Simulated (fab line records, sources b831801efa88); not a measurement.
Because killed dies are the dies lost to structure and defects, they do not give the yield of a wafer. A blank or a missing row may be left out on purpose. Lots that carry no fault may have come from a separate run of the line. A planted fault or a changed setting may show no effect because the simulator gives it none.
Which of the tools did it? | flow gf180mcu | Sampling: 14 lots, 42 wafers, 5 of 602 route steps

## WHAT THE GAUGES SHOWED, per wafer
GF_POLY_GATE_THK_MEAS_17.
lot  | measured     | on            | POLY_GATE_OXIDATION_THK (nm)
L300 | day 9 14:12  | film_metro-01 | 3.90 3.98 4.01
L301 | day 9 19:17  | film_metro-01 | 3.85 3.85 3.85
L303 | day 10 08:49 | film_metro-02 | 3.97 3.92 3.98
L305 | day 11 00:25 | film_metro-04 | 4.09 4.10 4.10
L306 | day 11 05:47 | film_metro-01 | 3.97 4.00 4.04
L307 | day 11 14:45 | film_metro-01 | 3.96 3.97 3.98
L308 | day 12 00:17 | film_metro-04 | 4.07 3.98 3.95
L309 | day 12 06:02 | film_metro-02 | 4.03 3.98 4.04
L311 | day 12 20:06 | film_metro-02 | 3.94 3.99 3.98
L313 | day 13 07:34 | film_metro-04 | 4.05 3.97 3.86
L316 | day 14 11:10 | film_metro-01 | 4.00 4.01 4.07
L318 | day 14 21:35 | film_metro-04 | 3.95 4.03 4.02
L319 | day 15 02:43 | film_metro-02 | 4.11 4.06 4.06
L322 | day 16 05:10 | film_metro-04 | 3.97 3.98 3.83

GF_POLY_GATE_CD_MEAS_18.
lot  | measured     | on        | cd_nm (nm)
L300 | day 9 14:16  | cd_sem-01 | 283.6 280.7 283.3
L301 | day 9 19:20  | cd_sem-01 | 277.9 280.4 280.1
L303 | day 10 08:55 | cd_sem-01 | 277.8 279.8 278.2
L305 | day 11 00:29 | cd_sem-02 | 281.2 282.2 279.8
L306 | day 11 05:53 | cd_sem-01 | 276.6 278.8 280.1
L307 | day 11 14:51 | cd_sem-01 | 280.3 278.8 278.7
L308 | day 12 00:22 | cd_sem-02 | 279.6 279.7 278.8
L309 | day 12 06:07 | cd_sem-02 | 275.6 276.7 279.5
L311 | day 12 20:12 | cd_sem-02 | 278.9 276.3 278.7
L313 | day 13 07:40 | cd_sem-01 | 276.6 275.5 275.0
L316 | day 14 11:14 | cd_sem-02 | 276.9 278.0 276.4
L318 | day 14 21:40 | cd_sem-02 | 279.2 282.0 277.6
L319 | day 15 02:47 | cd_sem-01 | 278.3 278.5 278.7
L322 | day 16 05:17 | cd_sem-02 | 281.4 282.2 277.1

GF_HV_LDD_OVL_MEAS_08.
lot  | measured     | on         | HV_LDD_OVL (nm)
L300 | day 10 07:55 | overlay-02 | 0.4 -1.5 0.2
L301 | day 10 13:03 | overlay-01 | 1.3 1.5 1.7
L303 | day 11 03:04 | overlay-01 | 1.6 -1.9 0.1
L305 | day 11 19:11 | overlay-02 | 0.3 -0.5 -1.2
L306 | day 12 00:46 | overlay-02 | -3.2 -1.9 -1.0
L307 | day 12 10:13 | overlay-02 | -1.4 -2.3 0.1
L308 | day 12 19:16 | overlay-01 | 0.7 -1.6 0.7
L309 | day 13 01:26 | overlay-02 | -0.4 -1.0 0.2
L311 | day 13 16:54 | overlay-02 | -1.8 0.0 -3.5
L313 | day 14 04:40 | overlay-02 | 0.5 2.0 1.0
L316 | day 15 09:29 | overlay-02 | -1.6 -0.4 -1.9
L318 | day 15 20:13 | overlay-02 | 1.4 -0.1 0.2
L319 | day 16 01:26 | overlay-01 | -0.9 1.0 1.6
L322 | day 17 04:08 | overlay-01 | 0.0 0.8 0.7

GF_HV_LDD_THK_MEAS_55.
lot  | measured     | on            | HV_LDD_CVD_54_THK (nm)
L300 | day 12 19:11 | film_metro-04 | 10.00 10.02 9.99
L301 | day 13 00:00 | film_metro-03 | 10.18 10.11 10.15
L303 | day 13 13:53 | film_metro-01 | 10.05 10.02 10.00
L305 | day 14 10:03 | film_metro-04 | 9.95 9.89 10.02
L306 | day 14 16:45 | film_metro-03 | 10.07 9.94 9.99
L307 | day 15 02:28 | film_metro-01 | 9.91 10.02 10.13
L308 | day 15 12:44 | film_metro-03 | 10.20 10.18 10.09
L309 | day 15 19:26 | film_metro-01 | 9.90 9.91 9.94
L311 | day 16 13:00 | film_metro-01 | 10.16 10.13 10.02
L313 | day 17 03:34 | film_metro-01 | 9.89 9.88 9.94
L316 | day 18 10:00 | film_metro-04 | 14.59 14.63 14.48
L318 | day 18 20:49 | film_metro-03 | 14.53 14.47 14.59
L319 | day 19 01:21 | film_metro-04 | 9.96 9.97 10.03
L322 | day 20 07:08 | film_metro-04 | 9.85 9.86 9.86

## WHAT TOOL EACH LOT RAN ON (gives the tool, then ch and the chambers of the sampled wafers, and finally the start)
lot  | GF_HV_LDD_CVD_54
L300 | lpcvd-02 ch 1, day 12 16:53
L301 | lpcvd-02 ch 1, day 12 22:28
L303 | lpcvd-01 ch 1, day 13 12:20
L305 | lpcvd-02 ch 0, day 14 09:02
L306 | lpcvd-02 ch 0, day 14 15:43
L307 | lpcvd-01 ch 1, day 15 01:25
L308 | lpcvd-02 ch 1, day 15 11:43
L309 | lpcvd-02 ch 1, day 15 18:25
L311 | lpcvd-02 ch 0, day 16 11:59
L313 | lpcvd-02 ch 0, day 17 02:32
L316 | lpcvd-02 ch 0, day 18 08:59
L318 | lpcvd-02 ch 1, day 18 19:47
L319 | lpcvd-01 ch 0, day 19 00:20
L322 | lpcvd-01 ch 0, day 20 06:04
- GF_HV_LDD_CVD_54: deposits SiO2 from TEOS, target thk 10 nm, time 75 s.

## AS READ BY THE TOOLS THEMSELVES (means over the sampled wafers that have a number; for cases with no such wafer, the mark the record gives instead)
The record holds no such reading with a usual standard deviation.

## THE ANSWER, worked out from the rows above alone
Rule: the lots themselves supply what counts as usual. Put in order of their means at a reading, lots are off if they are a third of the lots or fewer, leave a main group of 4 or more, and stand apart from it by a gap of 3 or more times the standard deviation of the main group's means; of several such gaps the widest counts. A main group is skipped when, at the precision printed for the reading in the tables above, its means are all equal. Also off: a lot with no number at a reading for which 4 or more lots have one. Any other lot the step has rows for is counted as sound. The gauges are gone through in route order, then the tools' own readings, and for those a lot's mean is taken as printed above. The first step at which some lot is off is used, and at that step the reading that is off furthest; a lot without a number counts as furthest.
Off: L316, L318, seen at GF_HV_LDD_THK_MEAS_55 (HV_LDD_CVD_54_THK). The main group: mean 10.01 nm, standard deviation 0.09.
A tool fits if, at a process step before that reading, it ran every lot that is off, and no sound lot after the first of them. Those tools and the gauges at GF_HV_LDD_THK_MEAS_55 are tried in the same way. One fits: GF_HV_LDD_CVD_54 on lpcvd-02. Its last sound lot is L313 (day 17 02:32), its first lot that is off L316 (day 18 08:59): a fault that began between those two fits.

## WHAT THE SIMULATOR HAD INSERTED
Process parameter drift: lpcvd-02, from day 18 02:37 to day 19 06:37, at GF_HV_LDD_CVD_54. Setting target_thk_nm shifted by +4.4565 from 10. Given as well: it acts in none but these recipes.
Struck lots among those shown: L316, L318. The rule given above showed the same thing.
